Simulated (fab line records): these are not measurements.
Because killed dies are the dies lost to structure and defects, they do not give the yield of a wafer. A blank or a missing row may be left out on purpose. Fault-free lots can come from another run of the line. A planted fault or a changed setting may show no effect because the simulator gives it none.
What tool caused it? + flow gf180mcu + 24 lots with 72 wafers sampled at 2 steps, on a route of 602 steps

== WHAT EACH GAUGE READ, for each wafer ==
GF_M3_RS_MEAS_05: measures by four-point-probe.
| lot  | measured     | on            | M3_ALCU_RS (ohm/sq)  |
|------|--------------|---------------|----------------------|
| L074 | day 20 07:48 | film_metro-01 | 0.0698 0.0697 0.0696 |
| L075 | day 20 14:33 | film_metro-03 | 0.0688 0.0691 0.0686 |
| L076 | day 20 21:29 | film_metro-02 | 0.0699 0.0693 0.0690 |
| L077 | day 21 13:22 | film_metro-02 | 0.0705 0.0709 0.0697 |
| L078 | day 21 17:02 | film_metro-02 | 0.0701 0.0699 0.0698 |
| L079 | day 22 07:17 | film_metro-03 | 0.0693 0.0695 0.0696 |
| L080 | day 22 18:35 | film_metro-01 | 0.0703 0.0701 0.0699 |
| L081 | day 22 22:39 | film_metro-02 | 0.0703 0.0704 0.0700 |
| L082 | day 23 07:57 | film_metro-02 | 0.0695 0.0702 0.0704 |
| L083 | day 23 19:44 | film_metro-03 | 0.0687 0.0688 0.0697 |
| L084 | day 24 01:02 | film_metro-03 | 0.0701 0.0708 0.0713 |
| L085 | day 24 02:34 | film_metro-03 | 0.0698 0.0694 0.0697 |
| L086 | day 24 17:11 | film_metro-02 | 0.0684 0.0695 0.0683 |
| L087 | day 25 00:56 | film_metro-01 | 0.0704 0.0692 0.0702 |
| L088 | day 25 17:31 | film_metro-01 | 0.0705 0.0706 0.0705 |
| L089 | day 25 19:49 | film_metro-01 | 0.0693 0.0692 0.0694 |
| L090 | day 25 21:20 | film_metro-03 | 0.0693 0.0699 0.0698 |
| L091 | day 26 15:54 | film_metro-01 | 0.0682 0.0703 0.0687 |
| L092 | day 26 22:46 | film_metro-02 | 0.0705 0.0701 0.0703 |
| L093 | day 27 12:48 | film_metro-02 | 0.0690 0.0685 0.0693 |
| L094 | day 27 13:45 | film_metro-03 | 0.0699 0.0704 0.0709 |
| L095 | day 27 17:32 | film_metro-01 | 0.0687 0.0692 0.0697 |
| L096 | day 28 04:20 | film_metro-02 | 0.0682 0.0680 0.0691 |
| L097 | day 28 05:57 | film_metro-02 | 0.0685 0.0693 0.0685 |

GF_V3_THK_MEAS_25: measures by xrf.
| lot  | measured     | on            | V3_W_THK (nm) |
|------|--------------|---------------|---------------|
| L074 | day 22 09:40 | film_metro-02 | 361 358 355   |
| L075 | day 22 16:40 | film_metro-04 | 347 360 347   |
| L076 | day 22 23:25 | film_metro-03 | 365 371 351   |
| L077 | day 23 14:04 | film_metro-04 | 357 356 347   |
| L078 | day 23 18:04 | film_metro-02 | 351 352 364   |
| L079 | day 24 07:32 | film_metro-04 | 348 343 345   |
| L080 | day 24 18:33 | film_metro-04 | 346 348 358   |
| L081 | day 25 01:46 | film_metro-04 | 340 354 354   |
| L082 | day 25 06:28 | film_metro-02 | 364 354 366   |
| L083 | day 25 18:01 | film_metro-02 | 350 353 350   |
| L084 | day 25 22:59 | film_metro-04 | 354 352 352   |
| L085 | day 26 00:55 | film_metro-04 | 348 348 355   |
| L086 | day 26 15:10 | film_metro-04 | 341 358 343   |
| L087 | day 26 21:52 | film_metro-02 | 347 356 349   |
| L088 | day 27 13:49 | film_metro-02 | 369 353 365   |
| L089 | day 27 15:50 | film_metro-02 | 368 367 355   |
| L090 | day 27 16:03 | film_metro-04 | 355 351 356   |
| L091 | day 28 10:49 | film_metro-02 | 349 347 363   |
| L092 | day 28 16:49 | film_metro-04 | 353 344 352   |
| L093 | day 29 05:07 | film_metro-03 | 351 351 355   |
| L094 | day 29 06:25 | film_metro-03 | 359 349 358   |
| L095 | day 29 10:44 | film_metro-03 | 356 361 357   |
| L096 | day 29 20:31 | film_metro-04 | 345 351 346   |
| L097 | day 29 22:22 | film_metro-02 | 346 358 344   |

== WHICH TOOL RAN EACH LOT (tool, then ch and the chambers of the sampled wafers, then the start) ==
The record holds no process step before these readings.

== AS READ BY THE TOOLS THEMSELVES (means over the sampled wafers that have a number; for cases with no such wafer, the mark the record gives instead) ==
The record holds no such reading with a usual standard deviation.

== THE ANSWER, worked out from the rows above alone ==
Rule: what is usual is taken from the lots themselves. Put in order of their means at a reading, lots are off if they are a third of the lots or fewer, leave a main group of 4 or more, and stand apart from it by a gap of 3 or more times the standard deviation of the main group's means; of several such gaps the widest counts. Not used: any main group whose means are identical at the precision the tables above print for the reading. Also off: a lot with no number at a reading for which 4 or more lots have one. Any other lot the step has rows for is counted as sound. Order of review: gauges by route order, followed by the tools' own readings, for which a lot's mean as printed above is used. At the first step where some lot is off, the reading lying furthest off is the one used; lots without a number count as furthest.
No lot is off on any of the readings shown, so nothing can be concluded from this.

== WHAT HAD BEEN PUT IN BY THE SIMULATOR ==
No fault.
